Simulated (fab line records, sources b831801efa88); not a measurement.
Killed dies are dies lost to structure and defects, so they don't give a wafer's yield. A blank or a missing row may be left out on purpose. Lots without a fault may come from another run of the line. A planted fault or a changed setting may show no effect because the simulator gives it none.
fab line records | flow gf180mcu | part 1 of 2: steps 1 to 25 of 35
record lots=5 wafers=15 last_day=32
route steps=602 shown VT_IMPLANT@97
lots that met no fault: from a run of the same line without faults
start_h: hours from the record's first day to the start of the lot's first wafer shown | wait_h: hours since the lot's step before | " the same as in the row above | L1.1+2: a row that stands for several wafers | - no value, or no start given | * or withheld: withheld | < > ~ a bound
route shown NAME@n: a module of which the file shows steps, and the number in the route of the first | usual: mean/standard deviation of fault-free wafers | same: alike in all rows | chamber/n: place in a boat | sites: the reading at each site | _std_site: their standard deviation | _edge_site: outer sites' mean less inner sites' | radius_mm: how far each site lies from the wafer's centre | mask NAME#n: copy n | behind: the tool/chamber that last shaped the wafer | hold: why the lot was held/for how many hours/how that ended | device: the transistor (n, p or np) that didn't switch | end of line: the same wafers' tests at the end of the route | a step without rows: its recipe alone | killed: dies lost to structure and defects at the first sort, not the wafer's yield | map: a wafer's dies, x killed, . not, _ none there
set.NAME: the setting as run; set.NAME@STEP: as run at that earlier step | model.NAME: the simulator's own value behind a step, which no gauge read
lots at some steps of the route; a table a step, a row a wafer
services: from which hour (start_h, from the record's first day; less than 0 if before it) a tool's chamber was out of use, for how many hours, and why
## steps
# step GF_VT_IMPLANT_OVL_MEAS_07
# usual VT_IMPLANT_OVL=0.3/1.3
# columns lot.wafer tool chamber start_h wait_h VT_IMPLANT_OVL[nm]
L076.2 overlay-01 - 121.71 0.1 -2.0
L076.4 " - " " -1.7
L076.5 " - " " -0.8
L082.1 overlay-01 - 161.70 0.1 0.2
L082.2 " - " " -0.2
L082.5 " - " " 1.3
L083.1 overlay-01 - 170.07 0.1 -2.2
L083.4 " - " " 0.5
L083.5 " - " " -0.3
L087.3 overlay-02 - 192.27 0.1 1.1
L087.4 " - " " -0.2
L087.5 " - " " -0.6
L088.3 overlay-01 - 199.30 0.1 0.3
L088.5 " - " " 0.9
L088.6 " - " " -0.7
# step GF_VT_IMPLANT_IMPLANT_08
# recipe species=BF2 energy_kev=20 dose_cm2=8.592e+12 tilt_deg=7
# usual end_station_pressure_torr=5.03e-06/2.8e-07
# same implant_ion_amu=49
# columns lot.wafer tool chamber start_h wait_h end_station_pressure_torr
L076.2 implanter-04 0 121.77 0.0 5.18e-06
L076.4 " 0 " " 4.93e-06
L076.5 " 0 " " 4.77e-06
L082.1 implanter-04 0 161.74 0.0 5.16e-06
L082.2 " 0 " " 4.47e-06
L082.5 " 0 " " 5.3e-06
L083.1 implanter-04 0 170.11 0.0 4.74e-06
L083.4 " 0 " " 5.18e-06
L083.5 " 0 " " 5.04e-06
L087.3 implanter-03 0 192.34 0.1 4.72e-06
L087.4 " 0 " " 5.36e-06
L087.5 " 0 " " 5.26e-06
L088.3 implanter-04 0 199.49 0.2 5.15e-06
L088.5 " 0 " " 5.08e-06
L088.6 " 0 " " 4.84e-06
# step GF_VT_IMPLANT_STRIP_09
# recipe chemistry=O2/N2 power_w=1400 pressure_mtorr=1500 platen_temp_c=250 o2_flow_sccm=3000 n2_flow_sccm=300 overash_fraction=0.5
# usual drypump_motor_current_A=5.88/0.17 heater_power_w=312/49 oes_product_au=0.716/0.0043 strip_time_to_endpoint_s=12.63/0.034
# columns lot.wafer tool chamber start_h wait_h drypump_motor_current_A heater_power_w oes_product_au rf_hours_counter_h strip_time_to_endpoint_s
L076.2 plasma_asher-03 0 121.89 0.1 5.80 257 0.718 45 12.63
L076.4 " 0 " " 5.78 258 0.715 - 12.60
L076.5 " 0 " " 5.79 260 0.711 - 12.60
L082.1 plasma_asher-03 0 161.89 0.1 5.78 259 0.713 49 12.52
L082.2 " 1 " " 6.10 316 0.712 49 12.59
L082.5 " 1 " " 6.09 316 0.712 - 12.57
L083.1 plasma_asher-02 1 170.26 0.1 5.60 304 0.705 5 12.58
L083.4 " 1 " " 5.62 302 0.713 - 12.62
L083.5 " 1 " " 5.61 301 0.713 - 12.62
L087.3 plasma_asher-01 0 192.47 0.1 5.90 405 0.710 - 12.62
L087.4 " 1 " " 5.95 323 0.713 - 12.63
L087.5 " 1 " " 5.98 308 0.717 - 12.62
L088.3 plasma_asher-02 1 199.62 0.1 5.62 304 0.715 - 12.60
L088.5 " 1 " " 5.60 312 0.720 - 12.62
L088.6 " 0 " " 6.00 272 0.724 - 12.59
# step GF_VT_IMPLANT_TW_MEAS_10
# usual VT_IMPLANT_TW=571/3.5
# columns lot.wafer tool chamber start_h wait_h VT_IMPLANT_TW
L076.2 film_metro-03 - 122.00 0.1 572
L076.4 " - " " 572
L076.5 " - " " 572
L082.1 film_metro-02 - 161.99 0.1 571
L082.2 " - " " 569
L082.5 " - " " 572
L083.1 film_metro-02 - 170.36 0.1 567
L083.4 " - " " 569
L083.5 " - " " 568
L087.3 film_metro-02 - 192.56 0.1 573
L087.4 " - " " 569
L087.5 " - " " 568
L088.3 film_metro-03 - 199.71 0.1 570
L088.5 " - " " 574
L088.6 " - " " 568
# step GF_VT_IMPLANT_DEHYDRATE_11
# recipe temp_c=200 time_s=60
# usual resist_line_temp_C=22.98/0.1
# columns lot.wafer tool chamber start_h wait_h resist_line_temp_C
L076.2 litho_track-02 0 128.86 6.9 22.99
L076.4 " 0 " " 22.92
L076.5 " 0 " " 23.04
L082.1 litho_track-03 0 169.17 7.2 22.99
L082.2 " 0 " " 23.13
L082.5 " 0 " " 23.14
L083.1 litho_track-03 0 178.32 8.0 22.88
L083.4 " 0 " " 22.90
L083.5 " 0 " " 22.87
L087.3 litho_track-02 0 200.74 8.2 23.01
L087.4 " 0 " " 23.16
L087.5 " 0 " " 23.10
L088.3 litho_track-03 0 207.52 7.8 22.98
L088.5 " 0 " " 22.97
L088.6 " 0 " " 23.13
# step GF_VT_IMPLANT_HMDS_12
# recipe prime_time_s=60 prime_temp_c=120
# usual resist_line_temp_C=23.01/0.11
# columns lot.wafer tool chamber start_h wait_h resist_line_temp_C
L076.2 litho_track-02 0 129.01 0.1 23.05
L076.4 " 0 " " 23.02
L076.5 " 0 " " 23.08
L082.1 litho_track-03 0 169.32 0.1 22.87
L082.2 " 0 " " 22.99
L082.5 " 0 " " 22.82
L083.1 litho_track-03 0 178.47 0.1 23.06
L083.4 " 0 " " 23.09
L083.5 " 0 " " 22.96
L087.3 litho_track-02 0 200.89 0.1 22.84
L087.4 " 0 " " 22.97
L087.5 " 0 " " 22.85
L088.3 litho_track-03 0 207.67 0.1 22.87
L088.5 " 0 " " 23.08
L088.6 " 0 " " 23.00
# step GF_VT_IMPLANT_COAT_13
# recipe resist=NOVOLAK spin_rpm=3000 resist_thk_nm=1000
# usual resist_line_temp_C=22.99/0.094
# columns lot.wafer tool chamber start_h wait_h resist_line_temp_C
L076.2 litho_track-02 0 129.16 0.1 22.98
L076.4 " 0 " " 22.94
L076.5 " 0 " " 22.94
L082.1 litho_track-03 0 169.47 0.1 23.02
L082.2 " 0 " " 23.07
L082.5 " 0 " " 23.03
L083.1 litho_track-03 0 178.62 0.1 23.03
L083.4 " 0 " " 23.07
L083.5 " 0 " " 23.21
L087.3 litho_track-02 0 201.04 0.1 22.94
L087.4 " 0 " " 22.83
L087.5 " 0 " " 22.89
L088.3 litho_track-03 0 207.82 0.1 23.00
L088.5 " 0 " " 22.95
L088.6 " 0 " " 23.20
# step GF_VT_IMPLANT_SOFTBAKE_14
# recipe temp_c=90 time_s=60 resist=NOVOLAK
# usual resist_line_temp_C=22.99/0.11
# columns lot.wafer tool chamber start_h wait_h resist_line_temp_C
L076.2 litho_track-02 0 129.31 0.1 23.07
L076.4 " 0 " " 23.11
L076.5 " 0 " " 22.94
L082.1 litho_track-03 0 169.62 0.1 23.08
L082.2 " 0 " " 23.02
L082.5 " 0 " " 23.07
L083.1 litho_track-03 0 178.77 0.1 22.94
L083.4 " 0 " " 22.96
L083.5 " 0 " " 23.21
L087.3 litho_track-02 0 201.19 0.1 23.18
L087.4 " 0 " " 22.91
L087.5 " 0 " " 23.02
L088.3 litho_track-03 0 207.97 0.1 23.27
L088.5 " 0 " " 23.33
L088.6 " 0 " " 23.08
# step GF_VT_IMPLANT_EXPOSE_15
# recipe mask_id=Nwell_LV_AREA target_cd_nm=860 na=0.6 source_shape=conventional sigma_outer=0.6 dose_mj=140
# columns lot.wafer tool chamber start_h wait_h mask
L076.2+4+5 iline_stepper-01 0 - - Nwell_LV_AREA#0
L082.1+2+5 iline_stepper-02 0 - - Nwell_LV_AREA#0
L083.1+4+5 iline_stepper-02 0 - - Nwell_LV_AREA#0
L087.3+4+5 iline_stepper-01 0 - - Nwell_LV_AREA#0
L088.3+5+6 iline_stepper-01 0 - - Nwell_LV_AREA#0
# step GF_VT_IMPLANT_PEB_16
# recipe temp_c=withheld time_s=* resist=NOVOLAK
# usual resist_line_temp_C=*
# columns lot.wafer tool chamber start_h wait_h resist_line_temp_C
L076.2 litho_track-01 0 - - *
L076.4 " 0 " " *
L076.5 " 0 " " *
L082.1 litho_track-03 0 - - *
L082.2 " 0 " " *
L082.5 " 0 " " *
L083.1 litho_track-03 0 - - *
L083.4 " 0 " " *
L083.5 " 0 " " *
L087.3 litho_track-01 0 - - *
L087.4 " 0 " " *
L087.5 " 0 " " *
L088.3 litho_track-03 0 - - *
L088.5 " 0 " " *
L088.6 " 0 " " *
# step GF_VT_IMPLANT_DEVELOP_17
# recipe develop_time_s=60 dev_temp_c=23
# usual resist_line_temp_C=23.00/0.11
# columns lot.wafer tool chamber start_h wait_h resist_line_temp_C
L076.2 litho_track-01 0 136.48 0.1 23.00
L076.4 " 0 " " 22.96
L076.5 " 0 " " 22.93
L082.1 litho_track-03 0 178.17 0.1 22.98
L082.2 " 0 " " 22.94
L082.5 " 0 " " 23.14
L083.1 litho_track-03 0 187.17 0.1 23.27
L083.4 " 0 " " 23.11
L083.5 " 0 " " 23.14
L087.3 litho_track-01 0 209.85 0.1 22.95
L087.4 " 0 " " 22.89
L087.5 " 0 " " 22.99
L088.3 litho_track-03 0 217.17 0.1 23.11
L088.5 " 0 " " 23.08
L088.6 " 0 " " 23.01
# step GF_VT_IMPLANT_OVL_MEAS_18
# usual VT_IMPLANT_01_OVL=0.2/1.5
# columns lot.wafer tool chamber start_h wait_h VT_IMPLANT_01_OVL[nm]
L076.2 overlay-02 - 136.61 0.1 -2.4
L076.4 " - " " -3.2
L076.5 " - " " -3.2
L082.1 overlay-02 - 178.32 0.1 0.8
L082.2 " - " " 0.5
L082.5 " - " " 0.6
L083.1 overlay-01 - 187.32 0.1 1.8
L083.4 " - " " 0.5
L083.5 " - " " 1.3
L087.3 overlay-01 - 209.97 0.1 -0.7
L087.4 " - " " -0.1
L087.5 " - " " 0.7
L088.3 overlay-01 - 217.28 0.1 0.0
L088.5 " - " " 0.8
L088.6 " - " " -0.1
# step GF_VT_IMPLANT_IMPLANT_19
# recipe species=As energy_kev=100 dose_cm2=4.35e+12 tilt_deg=7
# usual end_station_pressure_torr=5.06e-06/2.7e-07
# same implant_ion_amu=75
# columns lot.wafer tool chamber start_h wait_h end_station_pressure_torr
L076.2 implanter-04 0 136.67 0.0 5.32e-06
L076.4 " 0 " " 4.78e-06
L076.5 " 0 " " 5.32e-06
L082.1 implanter-04 0 178.36 0.0 4.77e-06
L082.2 " 0 " " 4.93e-06
L082.5 " 0 " " 5.4e-06
L083.1 implanter-02 0 187.36 0.0 4.87e-06
L083.4 " 0 " " 5.32e-06
L083.5 " 0 " " 5.3e-06
L087.3 implanter-04 0 210.04 0.1 4.8e-06
L087.4 " 0 " " 5.19e-06
L087.5 " 0 " " 4.88e-06
L088.3 implanter-02 0 217.36 0.1 5.56e-06
L088.5 " 0 " " 5.1e-06
L088.6 " 0 " " 5.23e-06
# step GF_VT_IMPLANT_STRIP_20
# recipe chemistry=O2/N2 power_w=1400 pressure_mtorr=1500 platen_temp_c=250 o2_flow_sccm=3000 n2_flow_sccm=300 overash_fraction=0.5
# usual drypump_motor_current_A=5.87/0.17 heater_power_w=304/42 oes_product_au=0.715/0.0045 strip_time_to_endpoint_s=12.63/0.043
# columns lot.wafer tool chamber start_h wait_h drypump_motor_current_A heater_power_w oes_product_au rf_hours_counter_h strip_time_to_endpoint_s
L076.2 plasma_asher-02 0 136.79 0.1 6.02 276 0.719 2 12.58
L076.4 " 1 " " 5.62 304 0.712 - 12.58
L076.5 " 0 " " 6.01 273 0.704 - 12.66
L082.1 plasma_asher-03 0 178.51 0.1 5.74 262 0.717 51 12.60
L082.2 " 1 " " 6.11 324 0.720 51 12.58
L082.5 " 1 " " 6.09 318 0.714 - 12.59
L083.1 plasma_asher-01 0 187.51 0.1 5.86 410 0.717 36 12.63
L083.4 " 0 " " 5.88 412 0.710 - 12.63
L083.5 " 0 " " 5.88 416 0.715 - 12.63
L087.3 plasma_asher-01 1 210.17 0.1 5.93 310 0.723 - 12.57
L087.4 " 0 " " 5.88 410 0.719 - 12.63
L087.5 " 0 " " 5.89 413 0.720 - 12.58
L088.3 plasma_asher-01 1 217.49 0.1 5.94 303 0.712 - 12.68
L088.5 " 0 " " 5.88 398 0.715 - 12.72
L088.6 " 1 " " 5.97 317 0.717 - 12.67
# step GF_VT_IMPLANT_TW_MEAS_21
# usual VT_IMPLANT_2_TW=1215/5.9
# columns lot.wafer tool chamber start_h wait_h VT_IMPLANT_2_TW
L076.2 film_metro-02 - 136.90 0.1 1214
L076.4 " - " " 1211
L076.5 " - " " 1207
L082.1 film_metro-03 - 178.61 0.1 1225
L082.2 " - " " 1223
L082.5 " - " " 1226
L083.1 film_metro-02 - 187.61 0.1 1215
L083.4 " - " " 1213
L083.5 " - " " 1210
L087.3 film_metro-01 - 210.26 0.1 1223
L087.4 " - " " 1217
L087.5 " - " " 1212
L088.3 film_metro-01 - 217.58 0.1 1219
L088.5 " - " " 1218
L088.6 " - " " 1217
# step GF_VT_IMPLANT_DEHYDRATE_22
# recipe temp_c=200 time_s=60
# usual resist_line_temp_C=22.99/0.12
# columns lot.wafer tool chamber start_h wait_h resist_line_temp_C
L076.2 litho_track-01 0 144.38 7.5 22.74
L076.4 " 0 " " 22.99
L076.5 " 0 " " 23.08
L082.1 litho_track-01 0 185.75 7.1 22.87
L082.2 " 0 " " 23.18
L082.5 " 0 " " 22.87
L083.1 litho_track-02 0 195.59 8.0 23.00
L083.4 " 0 " " 22.85
L083.5 " 0 " " 22.89
L087.3 litho_track-02 0 218.69 8.4 22.95
L087.4 " 0 " " 22.84
L087.5 " 0 " " 22.92
L088.3 litho_track-02 0 225.59 8.0 23.06
L088.5 " 0 " " 23.12
L088.6 " 0 " " 23.08
# step GF_VT_IMPLANT_HMDS_23
# recipe prime_time_s=60 prime_temp_c=120
# usual resist_line_temp_C=23.03/0.12
# columns lot.wafer tool chamber start_h wait_h resist_line_temp_C
L076.2 litho_track-01 0 144.53 0.1 23.10
L076.4 " 0 " " 23.24
L076.5 " 0 " " 23.21
L082.1 litho_track-01 0 185.90 0.1 23.01
L082.2 " 0 " " 23.09
L082.5 " 0 " " 23.00
L083.1 litho_track-02 0 195.74 0.1 22.73
L083.4 " 0 " " 22.77
L083.5 " 0 " " 22.85
L087.3 litho_track-02 0 218.84 0.1 23.19
L087.4 " 0 " " 23.05
L087.5 " 0 " " 23.02
L088.3 litho_track-02 0 225.74 0.1 22.82
L088.5 " 0 " " 22.94
L088.6 " 0 " " 22.98
# step GF_VT_IMPLANT_COAT_24
# recipe resist=NOVOLAK spin_rpm=3000 resist_thk_nm=1000
# usual resist_line_temp_C=23.00/0.11
# columns lot.wafer tool chamber start_h wait_h resist_line_temp_C
L076.2 litho_track-01 0 144.68 0.1 23.01
L076.4 " 0 " " 22.98
L076.5 " 0 " " 23.07
L082.1 litho_track-01 0 186.05 0.1 23.12
L082.2 " 0 " " 23.14
L082.5 " 0 " " 23.15
L083.1 litho_track-02 0 195.89 0.1 22.92
L083.4 " 0 " " 22.91
L083.5 " 0 " " 22.82
L087.3 litho_track-02 0 218.99 0.1 22.91
L087.4 " 0 " " 22.93
L087.5 " 0 " " 22.86
L088.3 litho_track-02 0 225.89 0.1 23.02
L088.5 " 0 " " 23.18
L088.6 " 0 " " 22.92
# step GF_VT_IMPLANT_SOFTBAKE_25
# recipe temp_c=90 time_s=60 resist=NOVOLAK
# usual resist_line_temp_C=23.00/0.1
# columns lot.wafer tool chamber start_h wait_h resist_line_temp_C
L076.2 litho_track-01 0 144.83 0.1 22.89
L076.4 " 0 " " 22.86
L076.5 " 0 " " 23.12
L082.1 litho_track-01 0 186.20 0.1 23.14
L082.2 " 0 " " 23.15
L082.5 " 0 " " 23.20
L083.1 litho_track-02 0 196.04 0.1 22.92
L083.4 " 0 " " 22.88
L083.5 " 0 " " 22.94
L087.3 litho_track-02 0 219.14 0.1 23.09
L087.4 " 0 " " 22.98
L087.5 " 0 " " 23.07
L088.3 litho_track-02 0 226.04 0.1 22.90
L088.5 " 0 " " 22.89
L088.6 " 0 " " 22.92
# step GF_VT_IMPLANT_EXPOSE_26
# recipe mask_id=LVPWELL_HV_AREA target_cd_nm=860 na=0.6 source_shape=conventional sigma_outer=0.6 dose_mj=140
# columns lot.wafer tool chamber start_h wait_h mask
L076.2+4+5 iline_stepper-02 0 - - LVPWELL_HV_AREA#0
L082.1+2+5 iline_stepper-02 0 - - LVPWELL_HV_AREA#0
L083.1+4+5 iline_stepper-01 0 - - LVPWELL_HV_AREA#0
L087.3+4+5 iline_stepper-02 0 - - LVPWELL_HV_AREA#0
L088.3+5+6 iline_stepper-02 0 - - LVPWELL_HV_AREA#0
# step GF_VT_IMPLANT_PEB_27
# recipe temp_c=withheld time_s=* resist=NOVOLAK
# usual resist_line_temp_C=*
# columns lot.wafer tool chamber start_h wait_h resist_line_temp_C
L076.2 litho_track-01 0 - - *
L076.4 " 0 " " *
L076.5 " 0 " " *
L082.1 litho_track-02 0 - - *
L082.2 " 0 " " *
L082.5 " 0 " " *
L083.1 litho_track-02 0 - - *
L083.4 " 0 " " *
L083.5 " 0 " " *
L087.3 litho_track-02 0 - - *
L087.4 " 0 " " *
L087.5 " 0 " " *
L088.3 litho_track-03 0 - - *
L088.5 " 0 " " *
L088.6 " 0 " " *
# step GF_VT_IMPLANT_DEVELOP_28
# recipe develop_time_s=60 dev_temp_c=23
# usual resist_line_temp_C=23.01/0.1
# columns lot.wafer tool chamber start_h wait_h resist_line_temp_C
L076.2 litho_track-01 0 152.18 0.1 23.05
L076.4 " 0 " " 23.26
L076.5 " 0 " " 22.98
L082.1 litho_track-02 0 194.49 0.1 22.85
L082.2 " 0 " " 22.84
L082.5 " 0 " " 22.91
L083.1 litho_track-02 0 204.64 0.1 23.07
L083.4 " 0 " " 23.09
L083.5 " 0 " " 23.05
L087.3 litho_track-02 0 227.99 0.1 22.83
L087.4 " 0 " " 23.12
L087.5 " 0 " " 22.76
L088.3 litho_track-03 0 234.47 0.1 23.00
L088.5 " 0 " " 22.91
L088.6 " 0 " " 22.85
# step GF_VT_IMPLANT_OVL_MEAS_29
# usual VT_IMPLANT_02_OVL=0.6/1.5
# columns lot.wafer tool chamber start_h wait_h VT_IMPLANT_02_OVL[nm]
L076.2 overlay-01 - 152.31 0.1 0.6
L076.4 " - " " 1.4
L076.5 " - " " -1.7
L082.1 overlay-01 - 194.64 0.1 1.6
L082.2 " - " " 1.5
L082.5 " - " " -0.8
L083.1 overlay-01 - 204.79 0.1 0.5
L083.4 " - " " 2.2
L083.5 " - " " 1.1
L087.3 overlay-01 - 228.10 0.1 -1.0
L087.4 " - " " -1.6
L087.5 " - " " -0.8
L088.3 overlay-02 - 234.58 0.1 -0.5
L088.5 " - " " 1.3
L088.6 " - " " 0.1
# step GF_VT_IMPLANT_IMPLANT_30
# recipe species=B energy_kev=25 dose_cm2=2.534e+12 tilt_deg=7
# usual end_station_pressure_torr=5.01e-06/2.7e-07
# same implant_ion_amu=11
# columns lot.wafer tool chamber start_h wait_h end_station_pressure_torr
L076.2 implanter-03 0 152.37 0.0 5.16e-06
L076.4 " 0 " " 4.98e-06
L076.5 " 0 " " 4.99e-06
L082.1 implanter-04 0 194.67 0.0 5.46e-06
L082.2 " 0 " " 4.66e-06
L082.5 " 0 " " 4.38e-06
L083.1 implanter-04 0 204.82 0.0 5.14e-06
L083.4 " 0 " " 5.13e-06
L083.5 " 0 " " 5.28e-06
L087.3 implanter-04 0 228.17 0.1 4.99e-06
L087.4 " 0 " " 5.03e-06
L087.5 " 0 " " 4.91e-06
L088.3 implanter-03 0 234.66 0.1 5.19e-06
L088.5 " 0 " " 4.75e-06
L088.6 " 0 " " 4.98e-06
# step GF_VT_IMPLANT_STRIP_31
# recipe chemistry=O2/N2 power_w=1400 pressure_mtorr=1500 platen_temp_c=250 o2_flow_sccm=3000 n2_flow_sccm=300 overash_fraction=0.5
# usual drypump_motor_current_A=5.90/0.17 heater_power_w=306/46 oes_product_au=0.717/0.0041 strip_time_to_endpoint_s=12.62/0.035
# columns lot.wafer tool chamber start_h wait_h drypump_motor_current_A heater_power_w oes_product_au rf_hours_counter_h strip_time_to_endpoint_s
L076.2 plasma_asher-02 1 152.49 0.1 5.63 306 0.716 4 12.56
L076.4 " 0 " " 6.00 281 0.709 - 12.62
L076.5 " 1 " " 5.61 311 0.717 - 12.59
L082.1 plasma_asher-01 1 194.82 0.1 5.96 313 0.720 37 12.63
L082.2 " 0 " " 5.92 409 0.719 37 12.63
L082.5 " 0 " " 5.90 414 0.709 - 12.60
L083.1 plasma_asher-02 1 204.97 0.1 5.64 306 0.718 9 12.58
L083.4 " 1 " " 5.63 303 0.716 - 12.57
L083.5 " 0 " " 6.00 275 0.722 - 12.55
L087.3 plasma_asher-03 0 228.31 0.1 5.76 262 0.724 - 12.58
L087.4 " 1 " " 6.09 326 0.714 - 12.59
L087.5 " 0 " " 5.75 258 0.710 - 12.57
L088.3 plasma_asher-01 1 234.79 0.1 5.94 308 0.719 - 12.63
L088.5 " 1 " " 5.94 294 0.721 - 12.61
L088.6 " 0 " " 5.90 404 0.715 - 12.59
